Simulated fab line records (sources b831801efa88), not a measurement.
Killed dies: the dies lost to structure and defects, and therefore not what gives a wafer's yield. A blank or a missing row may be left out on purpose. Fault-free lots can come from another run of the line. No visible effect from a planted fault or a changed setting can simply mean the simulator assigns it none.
Which of the tools did it? | flow sky130 | 30 wafers from 10 lots sampled at 5 of the route's 708 steps

## WHAT EACH GAUGE READ, for each wafer
SKY_VT_ADJUST_NCORE_OVL_MEAS_08.
lot  | measured     | on         | VT_ADJUST_NCORE_OVL (nm)
L919 | day 8 19:55  | overlay-01 | -1.7 -2.2 -1.7
L920 | day 9 02:41  | overlay-02 | 1.0 2.1 3.1
L921 | day 9 10:02  | overlay-02 | 0.2 2.8 1.8
L922 | day 9 18:24  | overlay-01 | -1.7 0.3 0.2
L923 | day 9 21:45  | overlay-01 | 0.9 -1.1 -0.4
L924 | day 10 02:55 | overlay-01 | -0.4 2.4 1.4
L928 | day 12 02:40 | overlay-01 | 0.9 1.2 0.2
L931 | day 12 08:29 | overlay-01 | 0.3 2.3 1.4
L930 | day 12 09:31 | overlay-01 | 2.4 1.9 1.8
L942 | day 15 18:29 | overlay-02 | 1.3 1.1 1.9

SKY_SONOS_ONO_THK_MEAS_05.
lot  | measured     | on            | SONOS_ONO_CVD_04_THK (nm)
L919 | day 11 20:57 | film metro-01 | 5.77 5.80 5.76
L920 | day 12 04:11 | film metro-04 | 5.72 5.56 5.71
L921 | day 12 12:49 | film metro-01 | 5.83 5.78 5.78
L922 | day 12 23:13 | film metro-01 | 5.75 5.69 5.72
L923 | day 13 03:46 | film metro-02 | 5.75 5.75 5.79
L924 | day 13 11:23 | film metro-04 | 5.61 5.67 5.77
L928 | day 15 13:47 | film metro-04 | 5.80 5.73 5.80
L931 | day 15 21:34 | film metro-01 | 9.00 8.99 9.02
L930 | day 15 23:59 | film metro-04 | 9.07 8.97 9.03
L942 | day 19 13:54 | film metro-01 | 5.88 5.89 5.88

SKY_RES_PROTECT_TW_MEAS_08.
lot  | measured     | on            | POLY_GATE_TW
L919 | day 15 08:46 | film metro-03 | 4009 4029 4018
L920 | day 15 18:12 | film metro-01 | 4051 4051 4066
L921 | day 16 02:24 | film metro-04 | 3991 3992 3980
L922 | day 16 12:41 | film metro-04 | 4005 4003 3995
L923 | day 16 19:43 | film metro-04 | 3983 4016 4010
L924 | day 17 08:07 | film metro-04 | 3977 4009 3995
L928 | day 19 11:39 | film metro-04 | 3964 3966 3951
L931 | day 19 20:58 | film metro-01 | 4073 4049 4048
L930 | day 20 00:26 | film metro-03 | 3973 4000 3998
L942 | day 23 15:36 | film metro-03 | 4010 3994 3985

## EACH LOT AND THE TOOL THAT RAN IT (in order: tool; ch and the chambers of the sampled wafers; start)
lot  | SKY_SONOS_ONO_CVD_04        | SKY_RES_PROTECT_STRIP_07
L919 | lpcvd-03 ch 1, day 11 19:41 | plasma asher-01 ch 0,1, day 15 08:39
L920 | lpcvd-03 ch 0, day 12 02:56 | plasma asher-03 ch 0, day 15 18:06
L921 | lpcvd-03 ch 1, day 12 11:34 | plasma asher-01 ch 0,1, day 16 02:18
L922 | lpcvd-03 ch 0, day 12 21:57 | plasma asher-01 ch 0,1, day 16 12:34
L923 | lpcvd-03 ch 0, day 13 02:31 | plasma asher-01 ch 0,1, day 16 19:36
L924 | lpcvd-03 ch 1, day 13 10:08 | plasma asher-02 ch 0,1, day 17 08:01
L928 | lpcvd-03 ch 1, day 15 12:32 | plasma asher-03 ch 0,1, day 19 11:33
L931 | lpcvd-03 ch 0, day 15 20:19 | plasma asher-02 ch 0,1, day 19 20:52
L930 | lpcvd-03 ch 0, day 15 22:43 | plasma asher-01 ch 0,1, day 20 00:21
L942 | lpcvd-03 ch 1, day 19 12:39 | plasma asher-01 ch 0, day 23 15:30
- SKY_SONOS_ONO_CVD_04: deposits SiO2 from SiH4/N2O, target thk 5.7199 nm.
- SKY_RES_PROTECT_STRIP_07: strips in O2/N2.

## WHAT THE TOOLS THEMSELVES READ (means of the sampled wafers that have a number; where no wafer has one, the mark that the record gives instead)
SKY_SONOS_ONO_CVD_04.
lot  | tool     | spike tc bottom C (C) | spike tc centre C (C) | spike tc lower C (C) | spike tc top C (C) | spike tc upper C (C) | susceptor temp C (C) | zone power bottom pct (%) | zone power lower pct (%) | zone power upper pct (%)
L919 | lpcvd-03 | 921.2                 | 900.9                 | 899.4                | 909.3              | 901.2                | 899.7                | 26.5                      | 19.03                    | 15.09
L920 | lpcvd-03 | 916.8                 | 901.6                 | 898.3                | 913.1              | 899.2                | 899.9                | 25.3                      | 19.18                    | 15.27
L921 | lpcvd-03 | 920.3                 | 901.7                 | 899.6                | 908.1              | 900.6                | 900.1                | 26.7                      | 19.15                    | 15.11
L922 | lpcvd-03 | 917.4                 | 899.6                 | 899.9                | 912.8              | 900.3                | 900.1                | 25.1                      | 18.95                    | 15.24
L923 | lpcvd-03 | 918.4                 | 901.9                 | 898.9                | 912.9              | 900.1                | 900.1                | 25.2                      | 18.92                    | 15.30
L924 | lpcvd-03 | 921.1                 | 901.9                 | 898.8                | 907.8              | 900.9                | 900.3                | 26.5                      | 18.83                    | 15.02
L928 | lpcvd-03 | 920.3                 | 901.5                 | 900.4                | 908.4              | 901.9                | 900.2                | 26.5                      | 19.01                    | 15.04
L931 | lpcvd-03 | 971.5                 | 954.6                 | 953.1                | 965.8              | 953.1                | 953.8                | 29.0                      | 21.50                    | 17.39
L930 | lpcvd-03 | 971.8                 | 954.3                 | 953.7                | 964.6              | 953.7                | 953.9                | 29.0                      | 21.73                    | 17.38
L942 | lpcvd-03 | 919.3                 | 901.5                 | 900.0                | 907.9              | 902.1                | 900.2                | 26.5                      | 19.06                    | 15.21

SKY_RES_PROTECT_STRIP_07.
lot  | tool            | drypump motor current A (A) | oes product au (a.u.) | strip time to endpoint s (s)
L919 | plasma asher-01 | 5.7                         | 0.518                 | 23.28
L920 | plasma asher-03 | 6.0                         | 0.512                 | 23.25
L921 | plasma asher-01 | 5.7                         | 0.519                 | 23.31
L922 | plasma asher-01 | 5.8                         | 0.518                 | 23.29
L923 | plasma asher-01 | 5.8                         | 0.517                 | 23.30
L924 | plasma asher-02 | 5.8                         | 0.517                 | 23.25
L928 | plasma asher-03 | 6.0                         | 0.522                 | 23.25
L931 | plasma asher-02 | 5.8                         | 0.518                 | 23.30
L930 | plasma asher-01 | 5.8                         | 0.516                 | 23.34
L942 | plasma asher-01 | 6.0                         | 0.515                 | 23.28

## THE ANSWER, worked out from the rows above alone
Rule: the usual values come from the lots themselves. Put in order of their means at a reading, lots are off if they are a third of the lots or fewer, leave a main group of 4 or more, and stand apart from it by a gap of 3 or more times the standard deviation of the main group's means; of several such gaps the widest counts. A main group is skipped when, at the precision printed for the reading in the tables above, its means are all equal. A lot without any number at a reading at which 4 lots or more have one is off too. Any other lot the step has rows for is counted as sound. The gauges are gone through in route order, then the tools' own readings, and for those a lot's mean is taken as printed above. The first step at which some lot is off is used, and at that step the reading that is off furthest; a lot without a number counts as furthest.
Off: L931, L930, seen at SKY_SONOS_ONO_THK_MEAS_05 (SONOS_ONO_CVD_04_THK). The main group: mean 5.76 nm, standard deviation 0.065.
If a tool, at a process step before that reading, ran all the lots that are off and no sound lot after the first of them, it fits. The gauges at SKY_SONOS_ONO_THK_MEAS_05 aren't tried: what is off there is off at SKY_SONOS_ONO_CVD_04 too, on other tools, and a gauge's error can't cause that. No candidate that was tried fits.

## WHAT THE SIMULATOR PUT IN
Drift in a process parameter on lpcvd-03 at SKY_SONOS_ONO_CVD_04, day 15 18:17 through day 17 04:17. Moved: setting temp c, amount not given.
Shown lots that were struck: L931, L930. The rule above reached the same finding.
